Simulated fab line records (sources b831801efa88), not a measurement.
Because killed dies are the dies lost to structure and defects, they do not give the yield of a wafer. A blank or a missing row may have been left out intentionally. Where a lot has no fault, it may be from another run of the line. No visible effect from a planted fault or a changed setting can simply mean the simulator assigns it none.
The tool behind it: which one? :: flow sky130 :: 14 lots with 42 wafers sampled at 4 steps, on a route of 708 steps

== WHAT EACH GAUGE READ, for each wafer ==
SKY_LOCAL_INTERCONNECT_CD_MEAS_11 targets a cd of 170 nm.
lot: L450
measured: day 30 17:55
on: cd_sem-01
cd_nm (nm): 169.6 170.1 169.3

lot: L452
measured: day 31 11:15
on: cd_sem-01
cd_nm (nm): 169.4 170.9 170.6

lot: L453
measured: day 31 19:41
on: cd_sem-01
cd_nm (nm): 170.9 168.8 170.3

lot: L454
measured: day 32 02:06
on: cd_sem-01
cd_nm (nm): 172.3 172.6 172.7

lot: L455
measured: day 32 04:26
on: cd_sem-01
cd_nm (nm): 167.8 169.5 170.3

lot: L456
measured: day 32 13:42
on: cd_sem-01
cd_nm (nm): 169.4 169.0 169.5

lot: L458
measured: day 33 08:41
on: cd_sem-02
cd_nm (nm): 169.6 168.8 169.9

lot: L459
measured: day 33 17:18
on: cd_sem-02
cd_nm (nm): 171.7 171.3 171.5

lot: L460
measured: day 34 03:14
on: cd_sem-02
cd_nm (nm): 168.3 168.3 168.5

lot: L461
measured: day 34 10:35
on: cd_sem-01
cd_nm (nm): 171.4 170.8 171.0

lot: L462
measured: day 34 16:32
on: cd_sem-01
cd_nm (nm): 169.6 168.3 169.6

lot: L470
measured: day 36 23:30
on: cd_sem-02
cd_nm (nm): 169.7 172.7 170.9

lot: L472
measured: day 37 10:55
on: cd_sem-01
cd_nm (nm): 170.6 170.7 170.7

lot: L471
measured: day 37 17:43
on: cd_sem-01
cd_nm (nm): 170.6 171.0 171.5

SKY_CONTACT_CD_MEAS_14 targets a cd of 170 nm.
lot: L450
measured: day 31 22:05
on: cd_sem-02
cd_nm (nm): 171.6 168.8 170.3

lot: L452
measured: day 32 15:28
on: cd_sem-01
cd_nm (nm): 171.4 171.0 171.9

lot: L453
measured: day 33 00:50
on: cd_sem-01
cd_nm (nm): 169.5 167.6 169.5

lot: L454
measured: day 33 06:20
on: cd_sem-01
cd_nm (nm): 168.6 170.1 169.0

lot: L455
measured: day 33 08:44
on: cd_sem-01
cd_nm (nm): 169.1 169.8 170.3

lot: L456
measured: day 33 17:57
on: cd_sem-02
cd_nm (nm): 168.5 168.2 168.8

lot: L458
measured: day 34 12:58
on: cd_sem-01
cd_nm (nm): 167.6 167.7 167.4

lot: L459
measured: day 34 20:57
on: cd_sem-01
cd_nm (nm): 168.8 168.9 169.1

lot: L460
measured: day 35 05:57
on: cd_sem-01
cd_nm (nm): 171.1 169.5 170.6

lot: L461
measured: day 35 13:42
on: cd_sem-01
cd_nm (nm): 170.0 169.8 168.7

lot: L462
measured: day 35 19:31
on: cd_sem-01
cd_nm (nm): 170.9 171.7 171.7

lot: L470
measured: day 38 02:40
on: cd_sem-01
cd_nm (nm): 167.4 168.4 168.5

lot: L472
measured: day 38 13:39
on: cd_sem-02
cd_nm (nm): 169.0 168.8 169.7

lot: L471
measured: day 38 20:33
on: cd_sem-01
cd_nm (nm): 166.5 166.3 168.2

SKY_CONTACT_OVL_MEAS_15.
lot: L450
measured: day 31 22:13
on: overlay-01
CONTACT_OVL (nm): 1 -3 -6

lot: L452
measured: day 32 15:33
on: overlay-02
CONTACT_OVL (nm): -7 -16 -6

lot: L453
measured: day 33 00:57
on: overlay-01
CONTACT_OVL (nm): 3 6 4

lot: L454
measured: day 33 06:25
on: overlay-02
CONTACT_OVL (nm): 0 0 -2

lot: L455
measured: day 33 08:51
on: overlay-02
CONTACT_OVL (nm): -4 -5 0

lot: L456
measured: day 33 18:02
on: overlay-02
CONTACT_OVL (nm): 2 -4 3

lot: L458
measured: day 34 13:05
on: overlay-02
CONTACT_OVL (nm): 0 -5 -8

lot: L459
measured: day 34 21:02
on: overlay-01
CONTACT_OVL (nm): 5 -1 2

lot: L460
measured: day 35 06:02
on: overlay-01
CONTACT_OVL (nm): 5 3 1

lot: L461
measured: day 35 13:47
on: overlay-01
CONTACT_OVL (nm): -6 -3 -5

lot: L462
measured: day 35 19:37
on: overlay-01
CONTACT_OVL (nm): -5 -3 4

lot: L470
measured: day 38 02:46
on: overlay-01
CONTACT_OVL (nm): 5 4 9

lot: L472
measured: day 38 13:46
on: overlay-02
CONTACT_OVL (nm): -1 4 13

lot: L471
measured: day 38 20:40
on: overlay-01
CONTACT_OVL (nm): -4 -4 -3

== WHAT TOOL EACH LOT RAN ON (gives the tool, then ch and the chambers of the sampled wafers, and finally the start) ==
lot: L450
SKY_CONTACT_SOFTBAKE_10: litho_track-03 ch 0, day 31 08:00

lot: L452
SKY_CONTACT_SOFTBAKE_10: litho_track-01 ch 0, day 32 02:00

lot: L453
SKY_CONTACT_SOFTBAKE_10: litho_track-01 ch 0, day 32 11:00

lot: L454
SKY_CONTACT_SOFTBAKE_10: litho_track-03 ch 0, day 32 16:00

lot: L455
SKY_CONTACT_SOFTBAKE_10: litho_track-01 ch 0, day 32 19:00

lot: L456
SKY_CONTACT_SOFTBAKE_10: litho_track-01 ch 0, day 33 05:00

lot: L458
SKY_CONTACT_SOFTBAKE_10: litho_track-03 ch 0, day 33 22:00

lot: L459
SKY_CONTACT_SOFTBAKE_10: litho_track-01 ch 0, day 34 08:00

lot: L460
SKY_CONTACT_SOFTBAKE_10: litho_track-01 ch 0, day 34 17:00

lot: L461
SKY_CONTACT_SOFTBAKE_10: litho_track-03 ch 0, day 35 01:00

lot: L462
SKY_CONTACT_SOFTBAKE_10: litho_track-01 ch 0, day 35 07:00

lot: L470
SKY_CONTACT_SOFTBAKE_10: litho_track-01 ch 0, day 37 14:00

lot: L472
SKY_CONTACT_SOFTBAKE_10: litho_track-02 ch 0, day 38 01:00

lot: L471
SKY_CONTACT_SOFTBAKE_10: litho_track-01 ch 0, day 38 07:00
- SKY_CONTACT_SOFTBAKE_10: time 90 s.

== AS READ BY THE TOOLS THEMSELVES (means over the sampled wafers that have a number; for cases with no such wafer, the mark the record gives instead) ==
SKY_CONTACT_SOFTBAKE_10.
lot: L450
tool: litho_track-03
heater_power_total_W (W): 57.38
plate_temp_C (C): 99.85

lot: L452
tool: litho_track-01
heater_power_total_W (W): 57.36
plate_temp_C (C): 100.10

lot: L453
tool: litho_track-01
heater_power_total_W (W): 57.32
plate_temp_C (C): 100.10

lot: L454
tool: litho_track-03
heater_power_total_W (W): 57.48
plate_temp_C (C): 100.00

lot: L455
tool: litho_track-01
heater_power_total_W (W): 57.28
plate_temp_C (C): 99.96

lot: L456
tool: litho_track-01
heater_power_total_W (W): 57.35
plate_temp_C (C): 99.95

lot: L458
tool: litho_track-03
heater_power_total_W (W): 57.33
plate_temp_C (C): 100.00

lot: L459
tool: litho_track-01
heater_power_total_W (W): 57.48
plate_temp_C (C): 99.92

lot: L460
tool: litho_track-01
heater_power_total_W (W): 57.44
plate_temp_C (C): 99.96

lot: L461
tool: litho_track-03
heater_power_total_W (W): 57.41
plate_temp_C (C): 100.09

lot: L462
tool: litho_track-01
heater_power_total_W (W): 57.28
plate_temp_C (C): 100.18

lot: L470
tool: litho_track-01
heater_power_total_W (W): 56.24
plate_temp_C (C): 98.59

lot: L472
tool: litho_track-02
heater_power_total_W (W): 57.36
plate_temp_C (C): 100.00

lot: L471
tool: litho_track-01
heater_power_total_W (W): 56.21
plate_temp_C (C): 98.63

== THE ANSWER, worked out from the rows above alone ==
Rule: what is usual is taken from the lots themselves. The widest of any qualifying gaps counts: lots, ordered by their means at a reading, are off when they make up no more than a third of the lots, leave a main group of 4 or more, and stand apart from it by 3 or more times the standard deviation of that group's means. A main group whose means are all the same, to the digits that the tables above print for the reading, isn't used. A lot without any number at a reading at which 4 lots or more have one is off too. The other lots that the step has rows for count as sound. Order of review: gauges by route order, followed by the tools' own readings, for which a lot's mean as printed above is used. The first step at which some lot is off is used, and at that step the reading that is off furthest; a lot without a number counts as furthest.
Off: L470, L471, at SKY_CONTACT_SOFTBAKE_10 (heater_power_total_W). Mean 57.37 W and standard deviation 0.066 in the main group.
If a tool, at that step or one of the process steps before it, ran each lot that is off and ran no sound lot following the first of them, it fits. One candidate fits, namely litho_track-01 at SKY_CONTACT_SOFTBAKE_10. A fault onset in the window from L462 (day 35 07:00, its last sound lot) to L470 (day 37 14:00, its first lot off) fits.
The tool's own readings at SKY_CONTACT_SOFTBAKE_10 bear it out: on the lots that are off they differ by more than 5 times the standard deviation of the sound lots' means. heater_power_total_W reads 56.23 W there against 57.37 W on the sound lots; plate_temp_C reads 98.61 C there against 100.01 C on the sound lots.

== WHAT THE SIMULATOR HAD INSERTED ==
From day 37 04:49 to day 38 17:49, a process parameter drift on litho_track-01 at SKY_CONTACT_SOFTBAKE_10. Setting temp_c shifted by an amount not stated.
Shown lots that were struck: L470, L471. The rule above found the same.
